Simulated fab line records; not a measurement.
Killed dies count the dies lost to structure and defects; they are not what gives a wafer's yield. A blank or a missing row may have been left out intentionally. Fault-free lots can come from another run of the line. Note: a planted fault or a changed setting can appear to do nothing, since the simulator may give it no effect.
A struck lot beside a sound one :: flow sky130 :: 18 steps out of a route of 708
Sound: the wafers L761.2, L761.5, L761.6. Struck: wafers L770.1, L770.3, L770.5. Last of all comes the cause.
For every step that has rows: the tool of each side, followed by ch and its chambers, followed by its first start. Under that, the readings that differ: sound wafers :: struck wafers :: difference of the means :: sigmas: that difference in standard deviations of wafers without a fault.
alike: readings with means less than 2 such deviations apart, plus words and numbers identical on both sides. not compared: withheld readings, readings lacking a value on some wafer, bounds such as >300 that could conceal the same value, and numbers that have no deviation in the record and whose values overlap.
The two part at a step that has a row with sigmas, a row that says differs or no value, or rows on one side only. Non-overlapping numbers with no deviation appear without sigmas and do not part them. A reading missing from all wafers of one side parts the sides only when that side holds two or more wafers.

first, 1 step without rows for these wafers: SKY_SD_P_DEVELOP_06 (develop time 60 s).
SKY_SD_P_CD_MEAS_07 targets a cd of 380 nm.
  sound on cdSem-01 at day 27 11:58; struck on cdSem-02 at day 30 14:19
  alike: cdNm
SKY_SD_P_OVL_MEAS_08:
  sound on overlay-01 at day 27 12:04; struck on overlay-01 at day 30 14:26
  alike: SD_P_OVL
next, for these wafers, 1 step has no rows: SKY_SD_P_IMPLANT_09.
SKY_SD_P_STRIP_10: strips in O2/N2.
  sound on plasmaAsher-04 ch 0,1, day 27 12:15; struck on plasmaAsher-01 ch 0,1, day 30 14:38
  alike: drypumpMotorCurrentA, oesProductAu, stripTimeToEndpointS
  not compared: rfHoursCounterH
SKY_SD_P_TW_MEAS_11:
  sound on filmMetro-01 at day 27 12:22; struck on filmMetro-03 at day 30 14:44
  alike: SD_P_TW
then, 6 steps without rows for these wafers: SKY_RES_XHIGH_DEHYDRATE_00 (time 60 s); SKY_RES_XHIGH_HMDS_01 (prime time 60 s); SKY_RES_XHIGH_COAT_02 (resist thk 1140 nm); SKY_RES_XHIGH_SOFTBAKE_03 (time 60 s); SKY_RES_XHIGH_EXPOSE_04 (exposes mask URPM, target cd 1270 nm); SKY_RES_XHIGH_PEB_05.
SKY_RES_XHIGH_DEVELOP_06: develop time 60 s.
  sound on lithoTrack-03 ch 0, day 28 16:11; struck on lithoTrack-03 ch 0, day 31 18:16
next, for these wafers, 1 step has no rows: SKY_RES_XHIGH_IMPLANT_07.
SKY_RES_XHIGH_STRIP_08: strips in O2/N2.
  sound on plasmaAsher-03 ch 0,1, day 28 16:28; struck on plasmaAsher-01 ch 0,1, day 31 18:34
reading: stripTimeToEndpointS (s)
sound: 14.29 14.29 14.28
struck: 14.23 14.21 14.18
difference: -0.08
sigmas: -2
  alike: drypumpMotorCurrentA, oesProductAu
  not compared: rfHoursCounterH
SKY_RES_XHIGH_TW_MEAS_09:
  sound on filmMetro-01 at day 28 16:34; struck on filmMetro-04 at day 31 18:40
reading: RES_XHIGH_TW
sound: 1632 1643 1634
struck: 30 30 30
difference: -1606
sigmas: -99 or more
then, 1 step without rows for these wafers: SKY_SD_N_DEHYDRATE_00 (time 60 s).
-- here the record skips 18 days between the struck wafers' starts before and after, leaving off in module SD_N and picking up in module PAD_OPEN (first step shown: number 708 of the route) --
SKY_PAD_OPEN_PROBE_99:
  sound on prober-01 at day 47 07:21; struck on prober-02 at day 49 09:49
reading: killedAtOther
sound: 0 0 0
struck: 406 415 410
difference: +410
sigmas: +99 or more

reading: killedDies
sound: 92 90 87
struck: 492 492 492
difference: +402
sigmas: +48

reading: killedOnRim
sound: 13 18 26
struck: 96 96 96
difference: +77
sigmas: +19

reading: model.etest.resXhighPo.open
sound: 0 0 0
struck: 1 1 1
difference: +1
sigmas: 
  alike: killed_at_M0_to_M3, killed_at_M4_up, killedAtContacts, killedAtFrontEnd, killedOpen, killedShort

## WHERE THEY PART
At SKY_RES_XHIGH_STRIP_08 first; at SKY_PAD_OPEN_PROBE_99 last (within this record only).

WHY: what had been put in by the simulator
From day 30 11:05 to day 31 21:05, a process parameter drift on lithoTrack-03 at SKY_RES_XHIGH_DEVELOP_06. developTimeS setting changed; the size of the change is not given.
